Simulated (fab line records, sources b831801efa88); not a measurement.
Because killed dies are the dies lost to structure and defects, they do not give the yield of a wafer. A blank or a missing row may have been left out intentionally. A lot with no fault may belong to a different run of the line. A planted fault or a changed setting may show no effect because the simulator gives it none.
Comparing a struck lot with a sound one -- flow sfqLine -- 21 steps out of a route of 325
Sound: wafers L692.2, L692.3, L692.4. Wafers struck: L703.1, L703.2, L703.6. At the end, the cause is stated.
For every step that has rows: the tool of each side, followed by ch and its chambers, followed by its first start. Under that, the readings that differ: sound wafers -- struck wafers -- difference of the means -- sigmas: that difference in standard deviations of wafers without a fault.
alike: same words and numbers on both sides, and readings whose means sit less than 2 such deviations apart. not compared: any withheld reading, any reading some wafer has no value for, any bound like >300 that may hide the same value, and any number with overlapping values for which the record gives no deviation.
Wherever a step has rows on one side only, a row that says differs or no value, or a row with sigmas, the two part there. Non-overlapping numbers with no deviation appear without sigmas and do not part them. A reading missing from all wafers of one side parts the sides only when that side holds two or more wafers.

SFQ_I4_OVL_MEAS_928:
  sound on overlay-02 at day 60 17:35; struck on overlay-01 at day 64 09:44
  alike: I4_OVL
SFQ_TRILAYER_I4_VIA_BARC_OPEN_VIA_ETCH_146: etches BARC in O2, target depth 125 nm, time 41.7 s.
  sound on rieDiel-03 ch 0,1,2, day 60 17:37; struck on rieDiel-03 ch 1,2,3, day 64 09:46
  alike: chamberPressureMTorr, drypumpMotorCurrentA, oesProductAu
  not compared: rfHoursCounterH
SFQ_TRILAYER_I4_VIA_ETCH_VIA_ETCH_106: etches SiO2 in CHF3, stops on Nb, target depth 260 nm.
  sound on rieDiel-03 ch 0,1,2, day 60 17:39; struck on rieDiel-03 ch 1,2,3, day 64 09:49
  alike: chamberPressureMTorr, drypumpMotorCurrentA, oesProductAu
then, 3 steps without rows for these wafers: SFQ_TRILAYER_I4_VIA_STRIP_STRIP_107 (strips in O2); SFQ_TRILAYER_I4_VIA_STRIP_SOLV_CLEAN_108 (cleans in NMP, time 600 s); SFQ_TRILAYER_JJ_TRILAYER_DEP_PRE_CLEAN_113 (time 22.5 s).
SFQ_TRILAYER_JJ_TRILAYER_DEP_SPUTTER_109: material Nb, target thk 150 nm, time 100 s.
  sound on pvdSputter-04 at day 60 18:34; struck on pvdSputter-04 at day 64 10:44
  alike: throttleValvePct
then, 3 steps without rows for these wafers: SFQ_TRILAYER_JJ_TRILAYER_DEP_SPUTTER_110 (material Al, target thk 8 nm, time 10 s); SFQ_TRILAYER_JJ_TRILAYER_DEP_AL_OXIDATION_111 (oxidation time 600 s); SFQ_TRILAYER_JJ_TRILAYER_DEP_SPUTTER_112 (material Nb, target thk 170 nm, time 113.3 s).
SFQ_JJ_RS_MEAS_929: uses a four-point probe to measure.
  sound on filmMetro-03 at day 60 19:46; struck on filmMetro-01 at day 64 11:54
  alike: JJ_NB_RS
SFQ_TRILAYER_JJ_CE_LITHO_COAT_119: resist thk 62 nm.
  sound on lithoTrack-04 ch 0, day 60 19:58; struck on lithoTrack-02 ch 0, day 64 12:05
reading,sound,struck,difference,sigmas
model.BARC_of_TRILAYER_JJ_CE_LITHO_COAT_119.thkNm (nm),61.91 62.11 61.99,67.09 67.22 67.12,+5.14,
then, 5 steps without rows for these wafers: SFQ_TRILAYER_JJ_CE_LITHO_COAT_114 (resist thk 600 nm); SFQ_TRILAYER_JJ_CE_LITHO_SOFTBAKE_118; SFQ_TRILAYER_JJ_CE_LITHO_EXPOSE_115 (exposes mask J5, target cd 700 nm); SFQ_TRILAYER_JJ_CE_LITHO_PEB_117 (peb time 58.27 s); SFQ_TRILAYER_JJ_CE_LITHO_DEVELOP_116 (time 60 s).
-- the record jumps here: 5 days lie between the struck wafers' starts before and after --
SFQ_JJ_OVL_MEAS_931:
  sound on overlay-02 at day 65 15:44; struck on overlay-02 at day 69 16:47
  alike: J5_OVL
SFQ_TRILAYER_JJ_CE_METRO_MEASURE_117:
  sound on cdSem-01 at day 65 15:58; struck on cdSem-01 at day 69 16:50
  alike: cdNm
SFQ_TRILAYER_JJ_CE_BARC_OPEN_RIE_150: chemistry O2, target BARC, target depth 240 nm, time 80 s.
  sound on rieMetal-03 ch 0,1, day 65 16:58; struck on rieMetal-01 ch 0,1, day 69 18:02
reading,sound,struck,difference,sigmas
oesProductAu (a.u.),0.537 0.531 0.540,0.548 0.549 0.547,+0.012,+3
model.etch.depthNm (nm),61.91 62.11 61.99,67.09 67.22 67.12,+5.14,
  alike: chamberPressureMTorr, drypumpMotorCurrentA
  not compared: rfHoursCounterH
SFQ_TRILAYER_JJ_CE_ETCH_RIE_118: chemistry SF6, target Nb, stops on Al2O3, time 97.7 s, target depth 170 nm.
  sound on rieMetal-03 ch 0,1, day 65 17:04; struck on rieMetal-01 ch 0,1, day 69 18:07
  alike: chamberPressureMTorr, drypumpMotorCurrentA, oesProductAu
  not compared: rfHoursCounterH

WHERE THEY PART
At SFQ_TRILAYER_JJ_CE_BARC_OPEN_RIE_150 and nowhere else, as far as this record goes. Later steps at which nothing parts them and some readings are alike: SFQ_TRILAYER_JJ_CE_ETCH_RIE_118.

WHY: what had been put in by the simulator
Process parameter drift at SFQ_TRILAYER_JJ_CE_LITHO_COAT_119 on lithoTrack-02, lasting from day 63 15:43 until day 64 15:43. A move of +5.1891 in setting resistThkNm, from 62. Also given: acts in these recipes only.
